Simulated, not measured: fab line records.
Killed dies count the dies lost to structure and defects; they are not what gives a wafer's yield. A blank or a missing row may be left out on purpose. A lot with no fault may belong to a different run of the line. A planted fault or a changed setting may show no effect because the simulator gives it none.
Struck lot and sound lot, side by side || flow sky130 || 17 steps out of a route of 708
Sound: these wafers, L873.2, L873.4, L873.6. Struck: wafer L880.3. (L880.1, L880.2 of the same lot were not struck and are left out.) The cause comes at the end.
For every step that has rows: the tool of each side, followed by ch and its chambers, followed by its first start. Under that, the readings that differ: sound wafers || struck wafers || difference of the means || sigmas: that difference in standard deviations of wafers without a fault.
alike: a reading whose means differ by less than 2 such deviations, as well as words and numbers matching on both sides. not compared: withheld readings; readings where some wafer has no value; bounds like >300 that might hide an equal value; numbers whose values overlap and for which the record gives no deviation.
A row with sigmas, a row that says differs or no value, or rows on one side alone: a step with any of these is where the two part. Numbers that don't overlap but have no deviation are shown without sigmas and don't part them. A reading that every wafer of one side lacks parts them only if that side has two wafers or more.

first, 3 steps without rows for these wafers: SKY_METAL4_CLEAN_21 (cleans in IPA, time 180 s); SKY_METAL4_CLEAN_22 (cleans in O3/DIW); SKY_VIA4_HDPCVD_00 (deposits SiO2, target thk 1750 nm, time 291.7 s).
SKY_VIA4_THK_MEAS_01:
  sound on film-metro-03, day 44 01:04; struck on film-metro-04, day 45 12:01
{"reading": "VIA4_HDPCVD_THK (nm)", "sound": "1770 1751 1764", "struck": 1716, "difference": -46, "sigmas": -2}
SKY_VIA4_CMP_02: polishes SiO2.
  sound on cmp-01 ch 0,1,2, day 44 01:10; struck on cmp-02 ch 0, day 45 13:01
{"reading": "motor-current-A (A)", "sound": "12.9 14.7 13.5", "struck": 10.8, "difference": -2.9, "sigmas": -2}
SKY_VIA4_BOW_MEAS_03:
  sound on film-metro-01, day 44 01:26; struck on film-metro-04, day 45 13:16
  alike: VIA4_BOW
then, 6 steps without rows for these wafers: SKY_VIA4_DEHYDRATE_04 (time 60 s); SKY_VIA4_HMDS_05 (prime time 60 s); SKY_VIA4_COAT_06 (resist thk 1140 nm); SKY_VIA4_SOFTBAKE_07 (time 60 s); SKY_VIA4_EXPOSE_08 (exposes mask VIM4, target cd 800 nm); SKY_VIA4_PEB_09.
SKY_VIA4_DEVELOP_10: develop time 60 s.
  sound on litho-track-02 ch 0, day 44 23:50; struck on litho-track-02 ch 0, day 46 09:49
  alike: resist-line-temp-C
SKY_VIA4_OVL_MEAS_11:
  sound on overlay-01, day 44 23:58; struck on overlay-02, day 46 09:58
  alike: VIA4_OVL
SKY_VIA4_ETCH_12: etches SiO2 in C4F8/O2/Ar, stops on TiN, target depth 580 nm.
  sound on rie-diel-04 ch 1,3, day 45 00:00; struck on rie-diel-04 ch 0, day 46 10:00
{"reading": "model.VIA4.cd-nm (nm)", "sound": "798.6 797.2 797.6", "struck": 732.5, "difference": -65.3, "sigmas": ""}
  alike: oes-product-au, rf-fwd-power-W
SKY_VIA4_STRIP_13: strips in O2/N2.
  sound on plasma-asher-02 ch 1, day 45 00:04; struck on plasma-asher-03 ch 1, day 46 10:04
  alike: drypump-motor-current-A, oes-product-au, strip-time-to-endpoint-s
  not compared: rf-hours-counter-h
-- the record jumps here: 3 days lie between the struck wafers' starts before and after (it left off in module VIA4 and takes up again in module PAD_OPEN, whose first step shown is number 708 of the route) --
SKY_PAD_OPEN_PROBE_99:
  sound on prober-02, day 47 18:33; struck on prober-01, day 49 01:25
{"reading": "model.etest.via4-chain.rc-ohm", "sound": "0.8514 0.8094 0.8073", "struck": 0.9019, "difference": "+0.0792", "sigmas": ""}

== WHERE THEY PART ==
Earliest at SKY_VIA4_THK_MEAS_01; latest, in this record, at SKY_VIA4_CMP_02. Later steps at which nothing parts them and some readings are alike: SKY_VIA4_BOW_MEAS_03, SKY_VIA4_DEVELOP_10, SKY_VIA4_OVL_MEAS_11, SKY_VIA4_ETCH_12, SKY_VIA4_STRIP_13.

WHY: whatever the simulator had introduced
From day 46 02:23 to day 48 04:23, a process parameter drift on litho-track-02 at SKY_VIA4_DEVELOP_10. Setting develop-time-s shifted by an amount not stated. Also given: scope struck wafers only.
